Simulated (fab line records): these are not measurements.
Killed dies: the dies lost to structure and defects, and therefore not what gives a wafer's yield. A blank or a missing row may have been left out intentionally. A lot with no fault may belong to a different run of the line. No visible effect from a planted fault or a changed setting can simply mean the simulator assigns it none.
fab line records + flow gf180mcu
record
- lots=11
- wafers=33
- last_day=35
route steps=602 shown CONTACT@290 M1@317
lots that met no fault: from a run of the same line without faults
start_h: the number of hours between the record's first day and the start of the first shown wafer of the lot + wait_h: hours elapsed since this lot's preceding step + " repeats the value in the row above + L1.1+2: a row that stands for several wafers + - no value, or no start was given + * or withheld: withheld + < > ~ a bound
route shown NAME@n: names a module that has steps shown in the file, with the first one's number in the route + usual: mean/standard deviation taken from wafers without a fault + same: alike in all rows + chamber/n: place in a boat + sites: per-site readings + _std_site: how widely they spread, as a standard deviation + _edge_site: the outer-site mean with the inner-site mean subtracted + radius_mm: for every site, how far away it sits from the centre of the wafer + mask NAME#n: copy n + behind: the tool/chamber that last shaped the wafer + hold: why the lot went on hold/how many hours it stayed there/how the hold came to an end + device: the transistor (n, p or np) that didn't switch + end of line: the tests these same wafers got at the end of their route + step lacking rows: just its recipe + killed: count of dies lost to structure and defects at first sort (not the wafer's yield) + map: shows each die of a wafer: x if killed, . if not, _ if none is there
set.NAME: the setting the step ran with; set.NAME@STEP: the setting that earlier step ran with + model.NAME: the simulator's own value behind a step, which no gauge read
a sample of lots followed through the steps of the route, with each step as a table and each wafer as a row
services: a tool's chamber out of use, with start hour (start_h, from the record's first day; less than 0 if before it), hours out, and reason
## steps
# step GF_CONTACT_THK_MEAS_03
# recipe
- reads=SiO2_of_CONTACT_CVD_02
# usual
- CONTACT_CVD_02_THK=861/10
| lot.wafer | tool          | chamber | start_h | wait_h | CONTACT_CVD_02_THK[nm] |
|-----------|---------------|---------|---------|--------|------------------------|
| L933.1    | film_metro-02 | -       | 356.12  | 0.0    | 854                    |
| L933.2    | "             | -       | "       | "      | 854                    |
| L933.3    | "             | -       | "       | "      | 842                    |
| L934.1    | film_metro-02 | -       | 362.98  | 0.0    | 842                    |
| L934.2    | "             | -       | "       | "      | 849                    |
| L934.5    | "             | -       | "       | "      | 866                    |
| L939.1    | film_metro-01 | -       | 408.72  | 0.0    | 861                    |
| L939.3    | "             | -       | "       | "      | 857                    |
| L939.4    | "             | -       | "       | "      | 870                    |
| L941.3    | film_metro-01 | -       | 424.66  | 0.1    | 854                    |
| L941.5    | "             | -       | "       | "      | 853                    |
| L941.6    | "             | -       | "       | "      | 863                    |
| L948.2    | film_metro-04 | -       | 483.73  | 0.0    | 852                    |
| L948.4    | "             | -       | "       | "      | 863                    |
| L948.5    | "             | -       | "       | "      | 860                    |
| L949.1    | film_metro-01 | -       | 490.66  | 0.0    | 852                    |
| L949.3    | "             | -       | "       | "      | 852                    |
| L949.6    | "             | -       | "       | "      | 854                    |
| L950.1    | film_metro-02 | -       | 500.19  | 0.1    | 859                    |
| L950.2    | "             | -       | "       | "      | 858                    |
| L950.4    | "             | -       | "       | "      | 877                    |
| L951.1    | film_metro-02 | -       | 508.13  | 0.0    | 840                    |
| L951.2    | "             | -       | "       | "      | 838                    |
| L951.4    | "             | -       | "       | "      | 863                    |
| L953.1    | film_metro-04 | -       | 530.06  | 0.0    | 869                    |
| L953.4    | "             | -       | "       | "      | 880                    |
| L953.6    | "             | -       | "       | "      | 879                    |
| L954.2    | film_metro-02 | -       | 532.90  | 0.0    | 863                    |
| L954.4    | "             | -       | "       | "      | 877                    |
| L954.6    | "             | -       | "       | "      | 874                    |
| L956.2    | film_metro-01 | -       | 545.52  | 0.0    | 853                    |
| L956.3    | "             | -       | "       | "      | 853                    |
| L956.6    | "             | -       | "       | "      | 862                    |
# step GF_CONTACT_CMP_04
# recipe
- material=SiO2
- down_force_psi=4
- platen_rpm=60
- pad_velocity_m_s=0.94248
# usual
- motor_current_A=12.4/0.86
- slurry_flow_ml_min=150.0/0.46
- time_to_endpoint_s=110/4.8
| lot.wafer | tool   | chamber | start_h | wait_h | motor_current_A | slurry_flow_ml_min | time_to_endpoint_s |
|-----------|--------|---------|---------|--------|-----------------|--------------------|--------------------|
| L933.2    | cmp-01 | 0       | 356.18  | 0.0    | 12.3            | 149.8              | 113                |
| L933.1    | "      | 1       | "       | "      | 12.3            | 150.0              | 108                |
| L933.3    | "      | 3       | "       | "      | 13.6            | 149.8              | 105                |
| L934.1    | cmp-01 | 3       | 363.09  | 0.1    | 13.7            | 150.5              | 102                |
| L934.2    | "      | 1       | "       | "      | 12.7            | 149.7              | 106                |
| L934.5    | "      | 2       | "       | "      | 11.7            | 149.7              | 112                |
| L939.3    | cmp-02 | 2       | 408.78  | 0.0    | 13.5            | 149.6              | 107                |
| L939.4    | "      | 3       | "       | "      | 13.1            | 150.2              | 112                |
| L939.1    | "      | 0       | "       | "      | 11.1            | 150.1              | 112                |
| L941.3    | cmp-01 | 3       | 424.70  | 0.0    | 13.9            | 150.1              | 102                |
| L941.5    | "      | 3       | "       | "      | 12.9            | 149.9              | 108                |
| L941.6    | "      | 0       | "       | "      | 13.0            | 150.0              | 113                |
| L948.2    | cmp-02 | 1       | 483.88  | 0.1    | 11.4            | 149.6              | 103                |
| L948.4    | "      | 2       | "       | "      | 13.5            | 149.8              | 110                |
| L948.5    | "      | 3       | "       | "      | 13.1            | 150.1              | 110                |
| L949.3    | cmp-01 | 0       | 490.77  | 0.1    | 13.0            | 149.6              | 106                |
| L949.1    | "      | 1       | "       | "      | 12.2            | 150.0              | 108                |
| L949.6    | "      | 3       | "       | "      | 14.2            | 149.9              | 108                |
| L950.2    | cmp-02 | 0       | 500.25  | 0.0    | 11.0            | 149.2              | 110                |
| L950.1    | "      | 2       | "       | "      | 14.0            | 149.5              | 109                |
| L950.4    | "      | 3       | "       | "      | 12.0            | 150.1              | 114                |
| L951.1    | cmp-01 | 2       | 508.19  | 0.1    | 12.3            | 149.2              | 101                |
| L951.4    | "      | 3       | "       | "      | 13.0            | 149.9              | 112                |
| L951.2    | "      | 1       | "       | "      | 12.2            | 149.4              | 104                |
| L953.4    | cmp-01 | 1       | 530.12  | 0.0    | 11.7            | 149.9              | 121                |
| L953.1    | "      | 3       | "       | "      | 14.1            | 150.1              | 116                |
| L953.6    | "      | 2       | "       | "      | 11.4            | 149.1              | 116                |
| L954.2    | cmp-02 | 0       | 532.95  | 0.0    | 11.5            | 150.1              | 113                |
| L954.4    | "      | 3       | "       | "      | 12.5            | 150.3              | 119                |
| L954.6    | "      | 1       | "       | "      | 10.5            | 151.2              | 113                |
| L956.3    | cmp-01 | 0       | 545.62  | 0.1    | 12.8            | 150.2              | 114                |
| L956.2    | "      | 1       | "       | "      | 12.1            | 149.8              | 109                |
| L956.6    | "      | 0       | "       | "      | 13.5            | 150.0              | 116                |
# step GF_M1_SPUTTER_02
# recipe
- material=AlCu
- target_thk_nm=450
- power_w=10600
- time_s=23.9
- chamber_pressure_pa=0.4
# usual
- chamber_pressure_pa=0.4000/0.00084
- throttle_valve_pct=29.9/1.2
| lot.wafer | tool           | chamber | start_h | wait_h | chamber_pressure_pa | throttle_valve_pct |
|-----------|----------------|---------|---------|--------|---------------------|--------------------|
| L933.1    | pvd_sputter-04 | -       | 380.90  | 0.0    | 0.3998              | 28.7               |
| L933.2    | "              | -       | "       | "      | 0.4005              | 31.3               |
| L933.3    | "              | -       | "       | "      | 0.3997              | 30.2               |
| L934.1    | pvd_sputter-04 | -       | 388.01  | 0.0    | 0.3997              | 29.9               |
| L934.2    | "              | -       | "       | "      | 0.4003              | 28.7               |
| L934.5    | "              | -       | "       | "      | 0.4008              | 31.3               |
| L939.1    | pvd_sputter-03 | -       | 434.76  | 0.0    | 0.4011              | 29.5               |
| L939.3    | "              | -       | "       | "      | 0.3987              | 27.8               |
| L939.4    | "              | -       | "       | "      | 0.4002              | 30.4               |
| L941.3    | pvd_sputter-02 | -       | 451.60  | 0.0    | 0.3999              | 31.7               |
| L941.5    | "              | -       | "       | "      | 0.3992              | 29.1               |
| L941.6    | "              | -       | "       | "      | 0.3077              | 35.2               |
| L948.2    | pvd_sputter-04 | -       | 509.16  | 0.0    | 0.4000              | 28.7               |
| L948.4    | "              | -       | "       | "      | 0.3995              | 31.3               |
| L948.5    | "              | -       | "       | "      | 0.3997              | 31.3               |
| L949.1    | pvd_sputter-02 | -       | 515.82  | 0.0    | 0.4004              | 28.4               |
| L949.3    | "              | -       | "       | "      | 0.3991              | 29.1               |
| L949.6    | "              | -       | "       | "      | 0.3998              | 29.1               |
| L950.1    | pvd_sputter-02 | -       | 525.40  | 0.0    | 0.3983              | 31.8               |
| L950.2    | "              | -       | "       | "      | 0.3995              | 29.1               |
| L950.4    | "              | -       | "       | "      | 0.3994              | 28.5               |
| L951.1    | pvd_sputter-02 | -       | 533.69  | 0.0    | 0.4000              | 30.9               |
| L951.2    | "              | -       | "       | "      | 0.4002              | 32.1               |
| L951.4    | "              | -       | "       | "      | 0.4010              | 29.2               |
| L953.1    | pvd_sputter-02 | -       | 555.11  | 0.0    | 0.4005              | 28.6               |
| L953.4    | "              | -       | "       | "      | 0.4001              | 29.1               |
| L953.6    | "              | -       | "       | "      | 0.4002              | 28.5               |
| L954.2    | pvd_sputter-03 | -       | 557.60  | 0.0    | 0.3996              | 29.8               |
| L954.4    | "              | -       | "       | "      | 0.4002              | 30.5               |
| L954.6    | "              | -       | "       | "      | 0.4007              | 27.5               |
| L956.2    | pvd_sputter-02 | -       | 569.70  | 0.0    | 0.4000              | 28.8               |
| L956.3    | "              | -       | "       | "      | 0.3984              | 32.0               |
| L956.6    | "              | -       | "       | "      | 0.4002              | 28.9               |
# step GF_M1_RS_MEAS_05
# recipe
- thk_meas_gauge=four-point-probe
- reads=TiN_of_M1_SPUTTER_04+Ti_of_M1_SPUTTER_03+AlCu_of_M1_SPUTTER_02+TiN_of_M1_SPUTTER_01+Ti_of_M1_SPUTTER_00
# usual
- M1_ALCU_RS=0.0693/0.00057
| lot.wafer | tool          | chamber | start_h | wait_h | M1_ALCU_RS[ohm/sq] |
|-----------|---------------|---------|---------|--------|--------------------|
| L933.1    | film_metro-04 | -       | 380.99  | 0.0    | 0.0695             |
| L933.2    | "             | -       | "       | "      | 0.0698             |
| L933.3    | "             | -       | "       | "      | 0.0704             |
| L934.1    | film_metro-03 | -       | 388.10  | 0.0    | 0.0689             |
| L934.2    | "             | -       | "       | "      | 0.0686             |
| L934.5    | "             | -       | "       | "      | 0.0687             |
| L939.1    | film_metro-03 | -       | 434.85  | 0.0    | 0.0690             |
| L939.3    | "             | -       | "       | "      | 0.0694             |
| L939.4    | "             | -       | "       | "      | 0.0694             |
| L941.3    | film_metro-04 | -       | 451.73  | 0.1    | 0.0696             |
| L941.5    | "             | -       | "       | "      | 0.0692             |
| L941.6    | "             | -       | "       | "      | 0.0652             |
| L948.2    | film_metro-03 | -       | 509.27  | 0.0    | 0.0683             |
| L948.4    | "             | -       | "       | "      | 0.0689             |
| L948.5    | "             | -       | "       | "      | 0.0695             |
| L949.1    | film_metro-03 | -       | 515.92  | 0.0    | 0.0688             |
| L949.3    | "             | -       | "       | "      | 0.0693             |
| L949.6    | "             | -       | "       | "      | 0.0693             |
| L950.1    | film_metro-03 | -       | 525.49  | 0.0    | 0.0694             |
| L950.2    | "             | -       | "       | "      | 0.0698             |
| L950.4    | "             | -       | "       | "      | 0.0690             |
| L951.1    | film_metro-03 | -       | 533.78  | 0.0    | 0.0688             |
| L951.2    | "             | -       | "       | "      | 0.0686             |
| L951.4    | "             | -       | "       | "      | 0.0689             |
| L953.1    | film_metro-03 | -       | 555.20  | 0.0    | 0.0688             |
| L953.4    | "             | -       | "       | "      | 0.0693             |
| L953.6    | "             | -       | "       | "      | 0.0692             |
| L954.2    | film_metro-03 | -       | 557.71  | 0.0    | 0.0699             |
| L954.4    | "             | -       | "       | "      | 0.0699             |
| L954.6    | "             | -       | "       | "      | 0.0693             |
| L956.2    | film_metro-04 | -       | 569.81  | 0.0    | 0.0682             |
| L956.3    | "             | -       | "       | "      | 0.0691             |
| L956.6    | "             | -       | "       | "      | 0.0688             |
# step GF_M1_THK_MEAS_06
# recipe
- thk_meas_gauge=xrf
- reads=AlCu_of_M1_SPUTTER_02
# usual
- M1_ALCU_THK=446/3.7
| lot.wafer | tool          | chamber | start_h | wait_h | M1_ALCU_THK[nm] |
|-----------|---------------|---------|---------|--------|-----------------|
| L933.1    | film_metro-04 | -       | 381.11  | 0.1    | 442             |
| L933.2    | "             | -       | "       | "      | 440             |
| L933.3    | "             | -       | "       | "      | 436             |
| L934.1    | film_metro-03 | -       | 388.22  | 0.1    | 453             |
| L934.2    | "             | -       | "       | "      | 451             |
| L934.5    | "             | -       | "       | "      | 451             |
| L939.1    | film_metro-03 | -       | 434.97  | 0.1    | 449             |
| L939.3    | "             | -       | "       | "      | 447             |
| L939.4    | "             | -       | "       | "      | 447             |
| L941.3    | film_metro-04 | -       | 451.83  | 0.1    | 442             |
| L941.5    | "             | -       | "       | "      | 447             |
| L941.6    | "             | -       | "       | "      | 464             |
| L948.2    | film_metro-03 | -       | 509.38  | 0.1    | 450             |
| L948.4    | "             | -       | "       | "      | 446             |
| L948.5    | "             | -       | "       | "      | 443             |
| L949.1    | film_metro-03 | -       | 516.04  | 0.1    | 451             |
| L949.3    | "             | -       | "       | "      | 447             |
| L949.6    | "             | -       | "       | "      | 445             |
| L950.1    | film_metro-03 | -       | 525.61  | 0.1    | 442             |
| L950.2    | "             | -       | "       | "      | 442             |
| L950.4    | "             | -       | "       | "      | 448             |
| L951.1    | film_metro-03 | -       | 533.90  | 0.1    | 449             |
| L951.2    | "             | -       | "       | "      | 450             |
| L951.4    | "             | -       | "       | "      | 449             |
| L953.1    | film_metro-03 | -       | 555.32  | 0.1    | 449             |
| L953.4    | "             | -       | "       | "      | 448             |
| L953.6    | "             | -       | "       | "      | 448             |
| L954.2    | film_metro-03 | -       | 557.82  | 0.1    | 442             |
| L954.4    | "             | -       | "       | "      | 444             |
| L954.6    | "             | -       | "       | "      | 447             |
| L956.2    | film_metro-04 | -       | 569.92  | 0.1    | 451             |
| L956.3    | "             | -       | "       | "      | 443             |
| L956.6    | "             | -       | "       | "      | 446             |
# step GF_M1_STRIP_17
# recipe
- chemistry=O2/N2
- power_w=1400
- pressure_mtorr=1500
- platen_temp_c=250
- o2_flow_sccm=3000
- n2_flow_sccm=300
- overash_fraction=0.5
# usual
- drypump_motor_current_A=5.57/0.12
- heater_power_w=316/28
- o2_flow_sccm=2999/8.7
- oes_product_au=0.558/0.0043
- strip_time_to_endpoint_s=7.87/0.034
| lot.wafer | tool            | chamber | start_h | wait_h | drypump_motor_current_A | heater_power_w | o2_flow_sccm | oes_product_au | rf_hours_counter_h | strip_time_to_endpoint_s |
|-----------|-----------------|---------|---------|--------|-------------------------|----------------|--------------|----------------|--------------------|--------------------------|
| L933.1    | plasma_asher-03 | 1       | 405.00  | 0.1    | 5.52                    | 272            | 2991         | 0.560          | 56                 | 7.85                     |
| L933.2    | "               | 0       | "       | "      | 5.72                    | 332            | 2987         | 0.557          | 56                 | 7.90                     |
| L933.3    | "               | 1       | "       | "      | 5.52                    | 278            | 2992         | 0.557          | -                  | 7.88                     |
| L934.1    | plasma_asher-03 | 1       | 411.70  | 0.1    | 5.50                    | 275            | 2998         | 0.561          | 57                 | 7.90                     |
| L934.2    | "               | 0       | "       | "      | 5.71                    | 329            | 2997         | 0.562          | 57                 | 7.87                     |
| L934.5    | "               | 1       | "       | "      | 5.52                    | 279            | 2996         | 0.558          | -                  | 7.89                     |
| L939.1    | plasma_asher-04 | 0       | 459.94  | 0.1    | 5.65                    | 303            | 2996         | 0.560          | 37                 | 7.87                     |
| L939.3    | "               | 0       | "       | "      | 5.64                    | 294            | 2994         | 0.565          | -                  | 7.91                     |
| L939.4    | "               | 1       | "       | "      | 5.48                    | 330            | 3000         | 0.557          | -                  | 7.90                     |
| L941.3    | plasma_asher-04 | 1       | 476.43  | 0.1    | 5.51                    | 335            | 3011         | 0.550          | -                  | 7.85                     |
| L941.5    | "               | 1       | "       | "      | 5.50                    | 333            | 3013         | 0.559          | -                  | 7.84                     |
| L941.6    | "               | 0       | "       | "      | 5.64                    | 306            | 3001         | 0.552          | -                  | 7.82                     |
| L948.2    | plasma_asher-03 | 1       | 532.89  | 0.1    | 5.53                    | 277            | 3002         | 0.562          | 70                 | 7.85                     |
| L948.4    | "               | 0       | "       | "      | 5.76                    | 329            | 3003         | 0.563          | -                  | 7.87                     |
| L948.5    | "               | 0       | "       | "      | 5.71                    | 326            | 3000         | 0.557          | -                  | 7.85                     |
| L949.1    | plasma_asher-01 | 0       | 539.90  | 0.1    | 5.59                    | 370            | 3012         | 0.557          | 93                 | 7.84                     |
| L949.3    | "               | 1       | "       | "      | 5.26                    | 336            | 2985         | 0.555          | -                  | 7.84                     |
| L949.6    | "               | 0       | "       | "      | 5.57                    | 380            | 3009         | 0.554          | -                  | 7.80                     |
| L950.1    | plasma_asher-04 | 0       | 548.04  | 0.1    | 5.62                    | 304            | 3011         | 0.554          | 46                 | 7.81                     |
| L950.2    | "               | 1       | "       | "      | 5.48                    | 334            | 2988         | 0.562          | 46                 | 7.86                     |
| L950.4    | "               | 1       | "       | "      | 5.47                    | 328            | 2986         | 0.559          | -                  | 7.81                     |
| L951.1    | plasma_asher-04 | 0       | 557.09  | 0.1    | 5.61                    | 299            | 3014         | 0.557          | 47                 | 7.89                     |
| L951.2    | "               | 1       | "       | "      | 5.48                    | 331            | 3000         | 0.568          | 47                 | 7.85                     |
| L951.4    | "               | 1       | "       | "      | 5.46                    | 332            | 2991         | 0.553          | -                  | 7.83                     |
| L953.1    | plasma_asher-03 | 1       | 577.15  | 0.1    | 5.51                    | 264            | 2990         | 0.553          | 74                 | 7.82                     |
| L953.4    | "               | 0       | "       | "      | 5.73                    | 334            | 2992         | 0.555          | -                  | 7.83                     |
| L953.6    | "               | 1       | "       | "      | 5.52                    | 277            | 3004         | 0.563          | -                  | 7.80                     |
| L954.2    | plasma_asher-03 | 0       | 580.05  | 0.1    | 5.78                    | 328            | 3001         | 0.557          | 75                 | 7.91                     |
| L954.4    | "               | 1       | "       | "      | 5.50                    | 278            | 2996         | 0.563          | -                  | 7.90                     |
| L954.6    | "               | 0       | "       | "      | 5.73                    | 326            | 3002         | 0.562          | -                  | 7.89                     |
| L956.2    | plasma_asher-01 | 1       | 592.35  | 0.1    | 5.25                    | 327            | 2983         | 0.564          | 99                 | 7.86                     |
| L956.3    | "               | 0       | "       | "      | 5.56                    | 391            | 3014         | 0.565          | -                  | 7.83                     |
| L956.6    | "               | 1       | "       | "      | 5.26                    | 323            | 2999         | 0.557          | -                  | 7.85                     |
## services
| tool            | chamber | start_h | hours | kind                           |
|-----------------|---------|---------|-------|--------------------------------|
| pvd_sputter-03  | -       | 345.72  | 7.1   | repair                         |
| plasma_asher-04 | -       | 350.69  | 1.9   | repair                         |
| pvd_sputter-02  | 1       | 366.74  | -     | consumable_replace:kit         |
| pvd_sputter-02  | 1       | 366.74  | 18.0  | scheduled_down                 |
| pvd_sputter-02  | 1       | 366.74  | 18.0  | vent_cycle                     |
| cmp-02          | -       | 369.04  | 3.3   | pm                             |
| pvd_sputter-04  | -       | 378.74  | 0.8   | repair                         |
| plasma_asher-04 | -       | 382.65  | 5.8   | repair                         |
| cmp-01          | -       | 404.00  | 4.0   | pm                             |
| cmp-01          | -       | 408.00  | -     | consumable_replace:conditioner |
| cmp-01          | -       | 408.00  | -     | consumable_replace:pad         |
| cmp-02          | -       | 417.07  | 1.7   | repair                         |
| cmp-01          | -       | 425.60  | 0.6   | repair                         |
| cmp-01          | -       | 427.07  | 1.8   | repair                         |
| pvd_sputter-04  | -       | 460.83  | 8.7   | repair                         |
| pvd_sputter-04  | -       | 463.06  | 0.8   | repair                         |
| cmp-01          | -       | 478.53  | 3.9   | pm                             |
| plasma_asher-03 | -       | 505.52  | 0.7   | repair                         |
| cmp-02          | -       | 509.85  | 4.0   | repair                         |
| plasma_asher-01 | -       | 528.02  | 4.3   | repair                         |
| cmp-02          | -       | 529.91  | 1.9   | repair                         |
| pvd_sputter-02  | 0       | 538.17  | -     | consumable_replace:kit         |
| pvd_sputter-02  | 0       | 538.17  | 18.0  | scheduled_down                 |
| plasma_asher-04 | -       | 580.19  | 28.1  | pm                             |
## key
first_sign
- step=GF_M1_SPUTTER_02
- reading=chamber_pressure_pa
- direction=down
- sigmas=99+
- usual=0.4000
- struck=0.3077
effect
- step=GF_M1_SPUTTER_02
- reading=throttle_valve_pct
- direction=up
- sigmas=4.5
- usual=29.9
- struck=35.2
effect
- step=GF_M1_RS_MEAS_05
- reading=M1_ALCU_RS
- direction=down
- sigmas=7
- usual=0.0693
- struck=0.0652
effect
- step=GF_M1_THK_MEAS_06
- reading=M1_ALCU_THK
- direction=up
- sigmas=5
- usual=446
- struck=464
met_at GF_M1_SPUTTER_02
struck_lots L941
struck_wafers L941.6
not_acting_at GF_CONTACT_THK_MEAS_03,GF_CONTACT_CMP_04,GF_M1_STRIP_17
fault
- kind=process_parameter_drift
- tool=pvd_sputter-02
- chamber=-
- onset_h=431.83
- steps=GF_M1_SPUTTER_02
- channel=chamber_pressure_pa
- offset=-0.092776
- shape=step
- end_h=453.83
- acts_in=these_recipes_only
- stated=0.4
- scope=struck_wafers_only
